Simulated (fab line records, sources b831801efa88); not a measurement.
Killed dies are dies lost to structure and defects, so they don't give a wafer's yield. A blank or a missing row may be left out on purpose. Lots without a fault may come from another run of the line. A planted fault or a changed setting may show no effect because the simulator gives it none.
A struck lot beside a sound one | flow sky130 | 44 steps out of a route of 708
Sound: wafers L835.1, L835.2, L835.4. Struck: wafers L842.2, L842.3, L842.5. The cause comes at the end.
At each step with rows: each side's tool, then ch and its chambers, then its first start. Under that, the readings that differ: sound wafers | struck wafers | difference of the means | sigmas: that difference in standard deviations of wafers without a fault.
alike: readings whose means differ by less than 2 such deviations, and words and numbers that are the same on both sides. not compared: withheld readings, readings that some wafer has no value for, bounds like >300 that may hide the same value, and numbers for which the record gives no deviation and whose values overlap.
The two part at a step that has a row with sigmas, a row that says differs or no value, or rows on one side only. Numbers that don't overlap but have no deviation are shown without sigmas and don't part them. A reading that every wafer of one side lacks parts them only if that side has two wafers or more.

first, 2 steps without rows for these wafers: SKY_DNWELL_DEVELOP_06 (develop time 60 s); SKY_DNWELL_IMPLANT_07.
SKY_DNWELL_STRIP_08: strips in O2/N2.
  sound on plasma_asher-01 ch 0,1, day 4 23:43; struck on plasma_asher-02 ch 0, day 6 16:45
  alike: drypump_motor_current_A, oes_product_au, strip_time_to_endpoint_s
  not compared: rf_hours_counter_h
SKY_DNWELL_TW_MEAS_09:
  sound on film_metro-04, day 4 23:49; struck on film_metro-01, day 6 16:52
  alike: DNWELL_TW
then, 7 steps without rows for these wafers: SKY_PWDE_DEHYDRATE_00 (time 60 s); SKY_PWDE_HMDS_01 (prime time 60 s); SKY_PWDE_COAT_02 (resist thk 3000 nm); SKY_PWDE_SOFTBAKE_03; SKY_PWDE_EXPOSE_04 (exposes mask PWDEM, target cd 840 nm); SKY_PWDE_PEB_05; SKY_PWDE_DEVELOP_06 (develop time 60 s).
SKY_PWDE_OVL_MEAS_07:
  sound on overlay-02, day 5 18:19; struck on overlay-02, day 7 12:32
  alike: PWDE_OVL
SKY_PWDE_IMPLANT_08:
  sound on implanter-02 ch 0, day 5 18:22; struck on implanter-02 ch 0, day 7 12:36
  reading                   | sound                | struck               | difference | sigmas
  beam_energy_keV           | 150.05 150.00 149.96 | 116.23 116.12 116.18 | -33.83     | -99 or more
  model.implant.rp_nm (nm)  | 420.3 420.3 420.3    | 350 350 350          | -70        |
  model.implant.drp_nm (nm) | 97.97 97.97 97.97    | 88.82 88.82 88.82    | -9.15      |
  alike: faraday_current_uA
SKY_PWDE_STRIP_09: strips in O2/N2.
  sound on plasma_asher-04 ch 0,1, day 5 18:31; struck on plasma_asher-04 ch 0, day 7 12:43
  alike: drypump_motor_current_A, oes_product_au, strip_time_to_endpoint_s
  not compared: rf_hours_counter_h
SKY_PWDE_TW_MEAS_10:
  sound on film_metro-01, day 5 18:37; struck on film_metro-01, day 7 12:50
  reading | sound             | struck            | difference | sigmas
  PWDE_TW | 378.4 378.3 377.5 | 372.2 370.3 372.1 | -6.5       | -3
then, 7 steps without rows for these wafers: SKY_NWELL_DEHYDRATE_03 (time 60 s); SKY_NWELL_HMDS_04 (prime time 60 s); SKY_NWELL_COAT_05 (resist thk 3000 nm); SKY_NWELL_SOFTBAKE_06; SKY_NWELL_EXPOSE_07 (exposes mask NWM, target cd 840 nm); SKY_NWELL_PEB_08; SKY_NWELL_DEVELOP_09 (develop time 60 s).
SKY_NWELL_OVL_MEAS_10:
  sound on overlay-01, day 6 12:57; struck on overlay-02, day 8 09:07
  alike: NWELL_00_OVL
then, 3 steps without rows for these wafers: SKY_NWELL_IMPLANT_11; SKY_NWELL_IMPLANT_12; SKY_NWELL_IMPLANT_13.
SKY_NWELL_STRIP_14: strips in O2/N2.
  sound on plasma_asher-03 ch 0,1, day 6 13:26; struck on plasma_asher-02 ch 0,1, day 8 09:36
  alike: drypump_motor_current_A, oes_product_au, strip_time_to_endpoint_s
  not compared: rf_hours_counter_h
SKY_NWELL_TW_MEAS_15:
  sound on film_metro-03, day 6 13:32; struck on film_metro-03, day 8 09:43
  alike: NWELL_TW
then, 7 steps without rows for these wafers: SKY_NWELL_DEHYDRATE_16 (time 60 s); SKY_NWELL_HMDS_17 (prime time 60 s); SKY_NWELL_COAT_18 (resist thk 3000 nm); SKY_NWELL_SOFTBAKE_19; SKY_NWELL_EXPOSE_20 (exposes mask NWM COMPLEMENT, target cd 840 nm); SKY_NWELL_PEB_21; SKY_NWELL_DEVELOP_22 (develop time 60 s).
SKY_NWELL_OVL_MEAS_23:
  sound on overlay-01, day 7 08:47; struck on overlay-02, day 9 06:19
  alike: NWELL_01_OVL
then, 1 step without rows for these wafers: SKY_NWELL_IMPLANT_24.
SKY_NWELL_STRIP_25: strips in O2/N2.
  sound on plasma_asher-03 ch 0,1, day 7 08:58; struck on plasma_asher-04 ch 0,1, day 9 06:29
  alike: drypump_motor_current_A, oes_product_au, strip_time_to_endpoint_s
  not compared: rf_hours_counter_h
SKY_NWELL_TW_MEAS_26:
  sound on film_metro-01, day 7 09:04; struck on film_metro-01, day 9 06:36
  alike: NWELL_2_TW
then, 1 step without rows for these wafers: SKY_NWELL_CLEAN_27 (cleans in SC1/SC2, time 150 s).
SKY_NWELL_RTA_28: time 30 s.
  sound on rtp_anneal-01 ch 0, day 7 09:11; struck on rtp_anneal-01 ch 0, day 9 06:43
  alike: lamp_power_pct, wafer_temp_C_max
SKY_NWELL_RS_MEAS_29: measures by four-point-probe.
  sound on film_metro-04, day 7 09:17; struck on film_metro-03, day 9 06:49
  alike: NWELL_RS
SKY_NWELL_RS_MEAS_31: measures by four-point-probe.
  sound on film_metro-04, day 7 09:31; struck on film_metro-03, day 9 07:04
  reading          | sound          | struck         | difference | sigmas
  PWDE_RS (ohm/sq) | 5273 5275 5280 | 5410 5387 5397 | +122       | +6
-- the record jumps here: 40 days lie between the struck wafers' starts before and after (it left off in module NWELL and takes up again in module PAD_OPEN, whose first step shown is number 708 of the route) --
SKY_PAD_OPEN_PROBE_99:
  sound on prober-01, day 47 19:24; struck on prober-02, day 49 14:11
  reading                                 | sound                        | struck                        | difference | sigmas
  killed_open                             | 45 42 37                     | 48 69 52                      | +15        | +2
  model.etest.res_p_drift_20v.line_ohm_um | 1.272e+04 1.23e+04 1.222e+04 | 5.151e+04 4.471e+04 4.226e+04 | +3.375e+04 |
  model.etest.res_p_drift_20v.rs_ohm_sq   | 1.062e+04 1.02e+04 1.026e+04 | 4.309e+04 3.72e+04 3.551e+04  | +2.824e+04 |
  alike: killed_at_M0_to_M3, killed_at_M4_up, killed_at_contacts, killed_at_front_end, killed_at_other, killed_dies, killed_short

WHERE THEY PART
First at SKY_PWDE_IMPLANT_08; last, within this record, at SKY_PAD_OPEN_PROBE_99.

WHY: what the simulator had put in
Process parameter drift: implanter-02, from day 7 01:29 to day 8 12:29, at SKY_PWDE_IMPLANT_08. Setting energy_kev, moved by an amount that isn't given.
